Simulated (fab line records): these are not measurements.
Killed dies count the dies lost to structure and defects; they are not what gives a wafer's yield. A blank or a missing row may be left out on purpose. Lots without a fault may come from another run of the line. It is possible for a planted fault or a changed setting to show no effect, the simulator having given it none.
Code-filled problem report in 8D (eight disciplines) form || flow sky130 || the parts of the form that need people (team, actions taken, sign-off) are left out

1. PROBLEM STATEMENT
Across 4 wafers from 3 lots, VIA2_W_RS at SKY_VIA2_RS_MEAS_22 averages 0.8145 ohm/sq, while fault-free wafers read 0.2724 ohm/sq with a standard deviation of 0.0028. That is +99 or more standard deviations from the usual mean.
The step: measures by four-point-probe.
First seen on wafer L737.1, day 37 00:44, on film-metro-03. Wafers with a number at this step in the record: 30, from 11 lots. Rule for "out", or "out of limits": more than 4 standard deviations from the usual mean. All remaining wafers that have a number are taken as sound.

2. WHAT IT IS AND WHAT IT IS NOT
{"question": "which readings at this step", "is": "VIA2_W_RS", "is not": "-"}
{"question": "which lots", "is": "L737, L738, L740", "is not": "L734, L747, L751, L752, L753, L754, L755, L756"}
{"question": "which wafers of those lots", "is": "L737.1, L738.1, L740.1, L740.3", "is not": "L737.4, L738.5"}
{"question": "read on which gauges", "is": "film-metro-02, film-metro-03", "is not": "film-metro-04"}
{"question": "when", "is": "from day 37 00:44", "is not": "up to then (4 sound wafers); but 22 sound wafers of L738, L747, L751, L752, L753, L754, L755, L756 came after"}

3. THE SUSPECTS, EACH WITH WHAT RULES IT OUT
Counting: any tool at a process step up to the reading remains a suspect provided it ran every lot that is out. Sound lots after the first of them don't rule it out here, since some wafers of a struck lot are sound.
- the gauge at SKY_VIA2_RS_MEAS_22: ruled out. The wafers that are out were read on 2 gauges (film-metro-02, film-metro-03).
- cvd-w-01 at SKY_VIA2_CVD_21 (deposits W, target thk 420 nm, time 126.4 s): kept. Ran every lot that is out, first one L737 (day 37 00:36); last sound lot up to then L734 (day 35 13:04).
Remaining after the count: cvd-w-01 at SKY_VIA2_CVD_21.

4. THE CAUSE (what the simulator had put in)
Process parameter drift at SKY_VIA2_CVD_21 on cvd-w-01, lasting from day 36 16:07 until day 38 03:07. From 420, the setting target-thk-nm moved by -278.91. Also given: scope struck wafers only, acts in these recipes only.
After counting, this tool was the only one left.

5. SEQUENCE OF EFFECTS, ordered by route
One row per reading whose mean, taken over the struck wafers that have a number, lies over 3 standard deviations from the usual. Only readings for which the record gives a usual standard deviation are gone through. hours: the time from each lot's start at the first step in this table that gives one to its start at this step, as a median over the lots. sigmas: the change in usual standard deviations.
{"hours": 0, "step": "SKY_VIA2_RS_MEAS_22", "reading": "VIA2_W_RS", "usual": "0.2724 ohm/sq", "on struck wafers": 0.8145, "change": "+0.5421", "sigmas": "+99 or more"}
{"hours": 3, "step": "SKY_VIA2_THK_MEAS_23", "reading": "VIA2_W_THK", "usual": "429 nm", "on struck wafers": 145, "change": -284, "sigmas": -50}
{"hours": 5, "step": "SKY_VIA2_CMP_24", "reading": "time-to-endpoint-s", "usual": "101 s", "on struck wafers": 36, "change": -66, "sigmas": -15}
The process steps in it:
- SKY_VIA2_CMP_24: polishes, stops on SiO2, t overpolish 20 s, target thk 0 nm.
Later steps that measure or inspect, where all struck wafers having a row at the step show a number for every such reading and not one has moved that far: SKY_CAPM_RS_MEAS_03.

6. HOW IT WOULD HAVE BEEN CAUGHT EARLIER
9 hours passed between the start of the fault at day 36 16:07 and the first reading out of limits at a measuring or inspecting step in this record, taken at day 37 00:44.
No tool reading at SKY_VIA2_CVD_21 that has a usual standard deviation in the record was out on any struck wafer, so an alarm limit of 4 standard deviations on those readings would not have fired.
L738, L740, from the lots that are out (3), started SKY_VIA2_CVD_21 on cvd-w-01 later than day 37 00:44. A hold on the tool at that time would have spared those 2.
